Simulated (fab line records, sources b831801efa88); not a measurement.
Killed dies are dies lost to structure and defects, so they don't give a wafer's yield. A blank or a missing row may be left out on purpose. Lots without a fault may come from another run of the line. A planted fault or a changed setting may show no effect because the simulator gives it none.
Chamber matching | flow gf180mcu | GF_CONTACT_ETCH_17 on rie_diel-01: 4 sister chambers
The step etches SiO2 in C4F8/O2/Ar, stops on CoSi2, target depth 860 nm. 14 wafers are shown with their chamber, then 7 later ones without.

WAFERS WITH THEIR CHAMBER
wafer  | chamber | rf_fwd_power_W (W) | oes_product_au (a.u.)
L918.1 | 2       | 1488               | 0.824
L918.3 | 0       | 1496               | 0.818
L918.4 | 3       | 1496               | 0.817
L920.3 | 3       | 1491               | 0.811
L920.4 | 2       | 1492               | 0.818
L920.5 | 1       | 1497               | 0.812
L931.1 | 1       | 1486               | 0.823
L931.5 | 1       | 1485               | 0.820
L931.6 | 3       | 1500               | 0.825
L932.3 | 0       | 1495               | 0.823
L932.5 | 0       | 1486               | 0.817
L932.6 | 1       | 1489               | 0.814
L934.1 | 3       | 1493               | 0.814
L934.3 | 2       | 1501               | 0.808

SIGNATURES (means of the wafers above)
reading        | chamber 0 | chamber 1 | chamber 2 | chamber 3 | scatter within a chamber
rf_fwd_power_W | 1492.33   | 1489.25   | 1493.67   | 1495.00   | 5.33
oes_product_au | 0.81933   | 0.81725   | 0.81667   | 0.81675   | 0.00582
Rule: a wafer's distance from a chamber is the root of the sum, over the readings, of the square of ((its reading less the chamber's mean) divided by the reading's scatter). The wafer belongs to the nearest chamber; if the next one is less than 2 further off, it can't be placed. The scatter: the root of (the sum of the squares of (reading less its chamber's mean) over the shown wafers, divided by (wafers less chambers)).

WAFERS WITHOUT THEIR CHAMBER
wafer  | rf_fwd_power_W (W) | oes_product_au (a.u.)
L934.6 | 1493               | 0.823
L936.1 | 1495               | 0.810
L936.2 | 1491               | 0.813
L936.4 | 1489               | 0.809
L937.1 | 1496               | 0.819
L937.3 | 1496               | 0.826
L937.6 | 1497               | 0.826

WHICH CHAMBER EACH WENT THROUGH
wafer  | from the rows above               | in truth
L934.6 | can't be placed: 0 or 2 or 3 or 1 | 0
L936.1 | can't be placed: 3 or 2 or 1 or 0 | 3
L936.2 | can't be placed: 1 or 2 or 3 or 0 | 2
L936.4 | can't be placed: 1 or 2 or 3 or 0 | 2
L937.1 | can't be placed: 3 or 2 or 0 or 1 | 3
L937.3 | can't be placed: 0 or 3 or 2 or 1 | 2
L937.6 | can't be placed: 0 or 3 or 2 or 1 | 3
Placed correctly: 0 of 7. Can't be placed from these rows: 7 (the true chamber is among the candidates in 7). Placed wrongly: 0.
